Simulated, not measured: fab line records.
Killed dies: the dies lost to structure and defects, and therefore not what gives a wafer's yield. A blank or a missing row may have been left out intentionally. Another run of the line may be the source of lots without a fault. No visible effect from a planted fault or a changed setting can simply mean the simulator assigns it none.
What tool caused it? | flow gf180mcu | 36 wafers from 12 lots sampled at 6 of the route's 602 steps

== WHAT EACH GAUGE READ, for each wafer ==
GF_M4_RS_MEAS_05: measurement is done with a four-point probe. Usual: for M4_ALCU_RS the level is 0.0695 ohm/sq and the standard deviation is 0.00084.
lot  | measured     | on           | M4_ALCU_RS (ohm/sq)                       | flag
L532 | day 22 08:26 | filmMetro-03 | 0.0702 0.0684 0.0691                      | 
L533 | day 22 18:25 | filmMetro-01 | 0.0710 0.0704 0.0710                      | 
L534 | day 23 00:50 | filmMetro-01 | 0.0687 0.0706 0.0686                      | 
L535 | day 23 12:37 | filmMetro-04 | 0.0697 0.0692 0.0701                      | 
L539 | day 24 22:03 | filmMetro-01 | 0.0703 0.0691 0.0692                      | 
L542 | day 25 22:40 | filmMetro-04 | 0.0698 0.0698 0.0698                      | 
L543 | day 26 07:52 | filmMetro-01 | 0.0702 0.0698 0.0693                      | 
L546 | day 27 04:13 | filmMetro-04 | 0.0596 0.0595 0.0691 0.0597 0.0594 0.0693 | OFF
L547 | day 27 10:14 | filmMetro-04 | 0.0589 0.0687 0.0695 0.0591 0.0686 0.0694 | OFF
L553 | day 29 07:32 | filmMetro-04 | 0.0697 0.0694 0.0697                      | 
L552 | day 29 08:36 | filmMetro-01 | 0.0703 0.0694 0.0699                      | 
L554 | day 29 11:56 | filmMetro-01 | 0.0694 0.0687 0.0695                      | 

GF_M4_THK_MEAS_06: measures by xrf. Usual: for M4_ALCU_THK the level is 456 nm and the standard deviation is 5.8.
lot  | measured     | on           | M4_ALCU_THK (nm)        | flag
L532 | day 22 08:32 | filmMetro-03 | 450 463 457             | 
L533 | day 22 18:32 | filmMetro-01 | 450 451 449             | 
L534 | day 23 00:57 | filmMetro-01 | 465 452 464             | 
L535 | day 23 12:44 | filmMetro-04 | 456 457 450             | 
L539 | day 24 22:10 | filmMetro-01 | 452 462 460             | 
L542 | day 25 22:46 | filmMetro-04 | 452 451 452             | 
L543 | day 26 07:59 | filmMetro-01 | 454 454 459             | 
L546 | day 27 07:25 | filmMetro-04 | 527 530 456 526 528 453 | OFF
L547 | day 27 14:19 | filmMetro-04 | 536 457 452 535 457 456 | OFF
L553 | day 29 07:39 | filmMetro-04 | 451 452 449             | 
L552 | day 29 08:43 | filmMetro-01 | 450 457 453             | 
L554 | day 29 12:03 | filmMetro-01 | 457 462 456             | 

== WHAT TOOL EACH LOT RAN ON (gives the tool, then ch and the chambers of the sampled wafers, and finally the start) ==
lot  | GF_V2_SPUTTER_22            | GF_M3_SPUTTER_00            | GF_V3_CVD_23                 | GF_M4_SPUTTER_02
L532 | pvdSputter-04, day 20 03:51 | pvdSputter-02, day 20 04:29 | cvdW-02 ch 0,1, day 22 07:35 | pvdSputter-01, day 22 08:19
L533 | pvdSputter-04, day 20 14:11 | pvdSputter-03, day 20 14:49 | cvdW-01 ch 0, day 22 17:36   | pvdSputter-04, day 22 18:20
L534 | pvdSputter-02, day 20 22:55 | pvdSputter-03, day 20 23:34 | cvdW-01 ch 0,1, day 23 00:00 | pvdSputter-01, day 23 00:44
L535 | pvdSputter-02, day 21 10:26 | pvdSputter-01, day 21 11:04 | cvdW-01 ch 0,1, day 23 11:49 | pvdSputter-03, day 23 12:32
L539 | pvdSputter-02, day 22 22:05 | pvdSputter-03, day 22 22:43 | cvdW-01 ch 0,1, day 24 21:14 | pvdSputter-01, day 24 21:58
L542 | pvdSputter-02, day 23 23:38 | pvdSputter-01, day 24 00:16 | cvdW-02 ch 0,1, day 25 21:52 | pvdSputter-03, day 25 22:32
L543 | pvdSputter-04, day 24 09:44 | pvdSputter-03, day 24 10:22 | cvdW-01 ch 0,1, day 26 07:02 | pvdSputter-03, day 26 07:46
L546 | pvdSputter-02, day 25 07:20 | pvdSputter-01, day 25 07:58 | cvdW-02 ch 0,1, day 27 03:24 | pvdSputter-01, day 27 04:08
L547 | pvdSputter-04, day 25 14:02 | pvdSputter-02, day 25 14:41 | cvdW-01 ch 0,1, day 27 09:25 | pvdSputter-01, day 27 10:08
L553 | pvdSputter-02, day 27 12:56 | pvdSputter-01, day 27 13:34 | cvdW-02 ch 0,1, day 29 06:43 | pvdSputter-03, day 29 07:26
L552 | pvdSputter-02, day 27 14:42 | pvdSputter-01, day 27 15:20 | cvdW-02 ch 0,1, day 29 07:47 | pvdSputter-04, day 29 08:31
L554 | pvdSputter-01, day 27 16:08 | pvdSputter-01, day 27 16:46 | cvdW-01 ch 0,1, day 29 11:07 | pvdSputter-04, day 29 11:50
- GF_V2_SPUTTER_22: material TiN, target thk 10 nm, time 40 s.
- GF_M3_SPUTTER_00: material Ti, target thk 37.5 nm, time 150 s.
- GF_V3_CVD_23: deposits W, target thk 350 nm, time 104.9 s.
- GF_M4_SPUTTER_02: material AlCu, target thk 450 nm, time 23.9 s.

== AS READ BY THE TOOLS THEMSELVES (means over the sampled wafers that have a number; for cases with no such wafer, the mark the record gives instead) ==
GF_V2_SPUTTER_22. Usual: 30.4 % for throttleValvePct, sd 1.7.
lot  | tool          | throttleValvePct (%) | flag
L532 | pvdSputter-04 | 29.9                 | 
L533 | pvdSputter-04 | 29.3                 | 
L534 | pvdSputter-02 | 32.0                 | 
L535 | pvdSputter-02 | 32.6                 | 
L539 | pvdSputter-02 | 30.6                 | 
L542 | pvdSputter-02 | 32.2                 | 
L543 | pvdSputter-04 | 30.3                 | 
L546 | pvdSputter-02 | 30.4                 | 
L547 | pvdSputter-04 | 29.8                 | 
L553 | pvdSputter-02 | 30.9                 | 
L552 | pvdSputter-02 | 32.0                 | 
L554 | pvdSputter-01 | 30.0                 | 

GF_M3_SPUTTER_00. Usual: 30.1 % for throttleValvePct, sd 1.6.
lot  | tool          | throttleValvePct (%) | flag
L532 | pvdSputter-02 | 30.1                 | 
L533 | pvdSputter-03 | 29.3                 | 
L534 | pvdSputter-03 | 29.0                 | 
L535 | pvdSputter-01 | 29.6                 | 
L539 | pvdSputter-03 | 29.0                 | 
L542 | pvdSputter-01 | 29.7                 | 
L543 | pvdSputter-03 | 29.3                 | 
L546 | pvdSputter-01 | 28.8                 | 
L547 | pvdSputter-02 | 31.1                 | 
L553 | pvdSputter-01 | 29.7                 | 
L552 | pvdSputter-01 | 29.7                 | 
L554 | pvdSputter-01 | 29.3                 | 

GF_V3_CVD_23. Usual: chamberPressureTorr 39.99 Torr, standard deviation 0.09; heaterPowerW 896 W, standard deviation 86.
lot  | tool    | chamberPressureTorr (Torr) | heaterPowerW (W) | flag
L532 | cvdW-02 | 39.98                      | 821              | 
L533 | cvdW-01 | 39.89                      | 1010             | 
L534 | cvdW-01 | 39.86                      | 921              | 
L535 | cvdW-01 | 39.91                      | 941              | 
L539 | cvdW-01 | 39.99                      | 959              | 
L542 | cvdW-02 | 39.96                      | 814              | 
L543 | cvdW-01 | 39.96                      | 986              | 
L546 | cvdW-02 | 40.02                      | 825              | 
L547 | cvdW-01 | 39.99                      | 977              | 
L553 | cvdW-02 | 40.03                      | 830              | 
L552 | cvdW-02 | 40.04                      | 862              | 
L554 | cvdW-01 | 40.03                      | 990              | 

GF_M4_SPUTTER_02. Usual: 29.5 % for throttleValvePct, sd 1.
lot  | tool          | throttleValvePct (%) | flag
L532 | pvdSputter-01 | 29.0                 | 
L533 | pvdSputter-04 | 29.9                 | 
L534 | pvdSputter-01 | 29.1                 | 
L535 | pvdSputter-03 | 30.3                 | 
L539 | pvdSputter-01 | 29.5                 | 
L542 | pvdSputter-03 | 28.7                 | 
L543 | pvdSputter-03 | 30.1                 | 
L546 | pvdSputter-01 | 29.9                 | 
L547 | pvdSputter-01 | 29.2                 | 
L553 | pvdSputter-03 | 29.4                 | 
L552 | pvdSputter-04 | 29.7                 | 
L554 | pvdSputter-04 | 29.7                 | 

== THE ANSWER, worked out from the rows above alone ==
Rule: lot off if the mean of its wafers having a number is beyond 3 standard deviations from the usual mean. Also off: a lot with no number at a reading for which 4 or more lots have one. Any other lot the step has rows for is counted as sound. Order of review: gauges by route order, followed by the tools' own readings, for which a lot's mean as printed above is used. The first step at which some lot is off is used, and at that step the reading that is off furthest; a lot without a number counts as furthest.
Off: L546, L547, seen at GF_M4_RS_MEAS_05 (M4_ALCU_RS).
If a tool, at a process step before that reading, ran all the lots that are off and no sound lot after the first of them, it fits. The gauges at GF_M4_RS_MEAS_05 are tried like those tools. One fits: pvdSputter-01 at GF_M4_SPUTTER_02. A fault onset in the window from L539 (day 24 21:58, its last sound lot) to L546 (day 27 04:08, its first lot off) fits.

== WHAT HAD BEEN PUT IN BY THE SIMULATOR ==
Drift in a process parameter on pvdSputter-01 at GF_M4_SPUTTER_02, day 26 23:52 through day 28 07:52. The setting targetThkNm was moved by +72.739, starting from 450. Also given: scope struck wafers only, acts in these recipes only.
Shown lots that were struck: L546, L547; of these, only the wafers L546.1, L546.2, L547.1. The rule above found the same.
